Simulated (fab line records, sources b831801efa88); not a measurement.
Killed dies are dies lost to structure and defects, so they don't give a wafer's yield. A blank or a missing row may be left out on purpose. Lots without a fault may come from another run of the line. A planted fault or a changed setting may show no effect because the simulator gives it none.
Which tool did it? | flow gf180mcu | 12 lots, 36 wafers sampled, at 3 steps of a route of 602

WHAT THE GAUGES READ, wafer by wafer
GF_M4_RS_MEAS_05: measures by four-point-probe.
lot  | measured     | on            | M4_ALCU_RS (ohm/sq)
L568 | day 23 23:12 | film_metro-01 | 0.0696 0.0705 0.0694
L569 | day 24 05:11 | film_metro-04 | 0.0700 0.0711 0.0698
L570 | day 24 12:20 | film_metro-01 | 0.0703 0.0694 0.0704
L572 | day 25 08:13 | film_metro-04 | 0.0701 0.0706 0.0712
L573 | day 25 14:34 | film_metro-03 | 0.0705 0.0712 0.0707
L576 | day 26 19:15 | film_metro-03 | 0.0699 0.0699 0.0695
L580 | day 27 20:53 | film_metro-03 | 0.0691 0.0692 0.0695
L582 | day 28 11:52 | film_metro-03 | 0.0689 0.0689 0.0687
L583 | day 28 16:38 | film_metro-01 | 0.0690 0.0700 0.0698
L585 | day 29 09:38 | film_metro-01 | 0.0703 0.0705 0.0695
L586 | day 29 20:34 | film_metro-04 | 0.0705 0.0718 0.0703
L587 | day 30 03:28 | film_metro-03 | 0.0702 0.0714 0.0712

WHICH TOOL RAN EACH LOT (tool, then ch and the chambers of the sampled wafers, then the start)
lot  | GF_V3_CVD_23                  | GF_V3_CMP_26
L568 | cvd_w-02 ch 0,1, day 23 22:23 | cmp-02 ch 1,2, day 23 22:40
L569 | cvd_w-02 ch 0,1, day 24 04:21 | cmp-01 ch 1,2,3, day 24 04:44
L570 | cvd_w-02 ch 0,1, day 24 11:29 | cmp-02 ch 1,2, day 24 11:47
L572 | cvd_w-01 ch 0,1, day 25 07:24 | cmp-01 ch 0,1,3, day 25 07:39
L573 | cvd_w-02 ch 0,1, day 25 13:45 | cmp-02 ch 1,2, day 25 14:01
L576 | cvd_w-01 ch 0,1, day 26 18:26 | cmp-02 ch 1,2,3, day 26 18:47
L580 | cvd_w-01 ch 0, day 27 19:58   | cmp-01 ch 0,1,3, day 27 20:22
L582 | cvd_w-02 ch 0,1, day 28 11:02 | cmp-02 ch 0,1,3, day 28 11:23
L583 | cvd_w-02 ch 0,1, day 28 15:50 | cmp-01 ch 1,2,3, day 28 16:07
L585 | cvd_w-01 ch 0,1, day 29 08:50 | cmp-02 ch 0,1, day 29 09:05
L586 | cvd_w-01 ch 0,1, day 29 19:43 | cmp-02 ch 2,3, day 29 20:04
L587 | cvd_w-02 ch 0,1, day 30 02:39 | cmp-02 ch 0,2,3, day 30 02:56
- GF_V3_CVD_23: deposits W, target thk 350 nm, time 104.9 s.
- GF_V3_CMP_26: polishes, stops on SiO2, t overpolish 15 s, target thk 0 nm.

WHAT THE TOOLS THEMSELVES READ (means of the sampled wafers that have a number; where no wafer has one, the mark that the record gives instead)
GF_V3_CVD_23.
lot  | tool     | heater_power_w (W)
L568 | cvd_w-02 | 876
L569 | cvd_w-02 | 826
L570 | cvd_w-02 | 884
L572 | cvd_w-01 | 888
L573 | cvd_w-02 | 883
L576 | cvd_w-01 | 967
L580 | cvd_w-01 | 1030
L582 | cvd_w-02 | 846
L583 | cvd_w-02 | 898
L585 | cvd_w-01 | 910
L586 | cvd_w-01 | 971
L587 | cvd_w-02 | 863

GF_V3_CMP_26.
lot  | tool   | motor_current_A (A) | overpolish_run_s (s) | time_to_endpoint_s (s)
L568 | cmp-02 | 13.2                | 15.003               | 84
L569 | cmp-01 | 12.0                | 14.993               | 81
L570 | cmp-02 | 12.8                | 14.998               | 81
L572 | cmp-01 | 11.2                | 15.000               | 84
L573 | cmp-02 | 12.2                | 15.002               | 82
L576 | cmp-02 | 12.2                | 15.000               | 83
L580 | cmp-01 | 10.8                | 15.004               | 78
L582 | cmp-02 | 11.9                | 14.998               | 84
L583 | cmp-01 | 12.2                | 14.994               | 81
L585 | cmp-02 | 11.4                | 15.012               | 84
L586 | cmp-02 | 12.1                | 14.996               | 88
L587 | cmp-02 | 11.7                | 15.004               | 86

THE ANSWER, worked out from the rows above alone
Rule: what is usual is taken from the lots themselves. Put in order of their means at a reading, lots are off if they are a third of the lots or fewer, leave a main group of 4 or more, and stand apart from it by a gap of 3 or more times the standard deviation of the main group's means; of several such gaps the widest counts. A main group whose means are all the same, to the digits that the tables above print for the reading, isn't used. A lot without any number at a reading at which 4 lots or more have one is off too. The other lots that the step has rows for count as sound. The gauges are gone through in route order, then the tools' own readings, and for those a lot's mean is taken as printed above. The first step at which some lot is off is used, and at that step the reading that is off furthest; a lot without a number counts as furthest.
No lot is off at any reading shown: from this, nothing can be told.

WHAT THE SIMULATOR HAD PUT IN
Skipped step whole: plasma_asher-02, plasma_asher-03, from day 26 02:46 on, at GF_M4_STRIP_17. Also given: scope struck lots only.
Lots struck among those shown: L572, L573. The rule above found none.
